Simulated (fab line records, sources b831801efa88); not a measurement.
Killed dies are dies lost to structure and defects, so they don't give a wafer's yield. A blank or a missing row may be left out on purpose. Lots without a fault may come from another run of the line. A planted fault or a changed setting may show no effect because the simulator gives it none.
A struck lot beside a sound one | flow sky130 | 19 steps out of a route of 708
Sound: wafers L527.1, L527.3, L527.5. Struck: wafers L531.1, L531.3, L531.4. The cause comes at the end.
At each step with rows: each side's tool, then ch and its chambers, then its first start. Under that, the readings that differ: sound wafers | struck wafers | difference of the means | sigmas: that difference in standard deviations of wafers without a fault.
alike: readings whose means differ by less than 2 such deviations, and words and numbers that are the same on both sides. not compared: withheld readings, readings that some wafer has no value for, bounds like >300 that may hide the same value, and numbers for which the record gives no deviation and whose values overlap.
The two part at a step that has a row with sigmas, a row that says differs or no value, or rows on one side only. Numbers that don't overlap but have no deviation are shown without sigmas and don't part them. A reading that every wafer of one side lacks parts them only if that side has two wafers or more.

first, 4 steps without rows for these wafers: SKY_VT_ADJUST_LVTN_SOFTBAKE_14 (time 60 s); SKY_VT_ADJUST_LVTN_EXPOSE_15 (exposes mask HVN STD DERIVED, target cd 600 nm); SKY_VT_ADJUST_LVTN_PEB_16; SKY_VT_ADJUST_LVTN_DEVELOP_17 (develop time 60 s).
SKY_VT_ADJUST_LVTN_OVL_MEAS_18:
  sound on overlay-01, day 9 12:25; struck on overlay-01, day 10 20:53
  alike: VT_ADJUST_LVTN_01_OVL
then, 1 step without rows for these wafers: SKY_VT_ADJUST_LVTN_IMPLANT_19.
SKY_VT_ADJUST_LVTN_STRIP_20: strips in O2/N2.
  sound on plasma_asher-04 ch 1, day 9 12:36; struck on plasma_asher-01 ch 0,1, day 10 21:04
  alike: drypump_motor_current_A, oes_product_au, strip_time_to_endpoint_s
  not compared: rf_hours_counter_h
SKY_VT_ADJUST_LVTN_TW_MEAS_21:
  sound on film_metro-03, day 9 12:42; struck on film_metro-01, day 10 21:10
  alike: VT_ADJUST_LVTN_2_TW
then, 4 steps without rows for these wafers: SKY_VT_ADJUST_NCORE_DEHYDRATE_00 (time 60 s); SKY_VT_ADJUST_NCORE_HMDS_01 (prime time 60 s); SKY_VT_ADJUST_NCORE_COAT_02 (resist thk 1140 nm); SKY_VT_ADJUST_NCORE_SOFTBAKE_03 (time 60 s).
SKY_VT_ADJUST_NCORE_EXPOSE_04: exposes mask LVTN COMPLEMENT THIN, target cd 380 nm.
  sound on iline_stepper-01 ch 0, day 10 00:01; struck on iline_stepper-01 ch 0, day 11 08:46
  reading                                 | sound                | struck            | difference | sigmas
  model.VT_ADJUST_NCORE.overlay_x_nm (nm) | 0.2246 0.2246 0.2246 | 235.7 235.7 235.7 | +235.5     |
  alike: mask
then, 2 steps without rows for these wafers: SKY_VT_ADJUST_NCORE_PEB_05; SKY_VT_ADJUST_NCORE_DEVELOP_06 (develop time 60 s).
SKY_VT_ADJUST_NCORE_CD_MEAS_07: target cd 380 nm.
  sound on cd_sem-02, day 10 10:37; struck on cd_sem-02, day 11 19:49
  alike: cd_nm
SKY_VT_ADJUST_NCORE_OVL_MEAS_08:
  sound on overlay-01, day 10 10:44; struck on overlay-01, day 11 19:56
  reading                  | sound       | struck            | difference | sigmas
  VT_ADJUST_NCORE_OVL (nm) | 0.6 0.8 0.8 | 235.3 235.5 235.2 | +234.6     | +99 or more
then, 1 step without rows for these wafers: SKY_VT_ADJUST_NCORE_IMPLANT_09.
-- the record jumps here: 37 days lie between the struck wafers' starts before and after (it left off in module VT_ADJUST_NCORE and takes up again in module PAD_OPEN, whose first step shown is number 708 of the route) --
SKY_PAD_OPEN_PROBE_99:
  sound on prober-02, day 47 13:41; struck on prober-02, day 48 13:53
  reading                                  | sound                | struck               | difference | sigmas
  killed_at_front_end                      | 17 15 10             | 126 122 111          | +106       | +23
  killed_dies                              | 86 81 78             | 195 203 185          | +113       | +12
  killed_on_rim                            | 18 15 11             | 37 42 35             | +23        | +7
  model.etest.sram_nfet_pass.drive_ua_um   | 472.5 470.5 486.6    | 544 555.8 563.9      | +78        |
  model.etest.nfet_05v0_nvt.drive_ua_um    | 569 579.1 571.8      | 533.5 538.1 537.2    | -37.0      |
  model.etest.sram_pfet_latch.drive_ua_um  | 139.8 138.2 133.3    | 179.9 173.8 175.6    | +39.3      |
  model.etest.pfet_01v8_lvt.drive_ua_um    | 173.1 172.9 171      | 196.4 197 199.8      | +25.4      |
  model.etest.nfet_01v8_lvt.drive_ua_um    | 559.5 555.8 568.1    | 526.1 543.4 540.1    | -24.6      |
  model.etest.pfet_01v8_hvt.drive_ua_um    | 137.2 137.1 136.8    | 156.4 159 160.3      | +21.5      |
  model.etest.pfet_01v8_lvt.off_log10_a_um | -8.744 -8.589 -8.657 | -6.434 -6.237 -6.258 | +2.354     |
  model.etest.nfet_05v0_nvt.off_log10_a_um | -10.88 -10.88 -10.93 | -13.29 -13.31 -13.27 | -2.39      |
  alike: killed_at_M0_to_M3, killed_at_M4_up, killed_at_contacts, killed_at_other, killed_open, killed_short

WHERE THEY PART
First at SKY_VT_ADJUST_NCORE_OVL_MEAS_08; last, within this record, at SKY_PAD_OPEN_PROBE_99.

WHY: what the simulator had put in
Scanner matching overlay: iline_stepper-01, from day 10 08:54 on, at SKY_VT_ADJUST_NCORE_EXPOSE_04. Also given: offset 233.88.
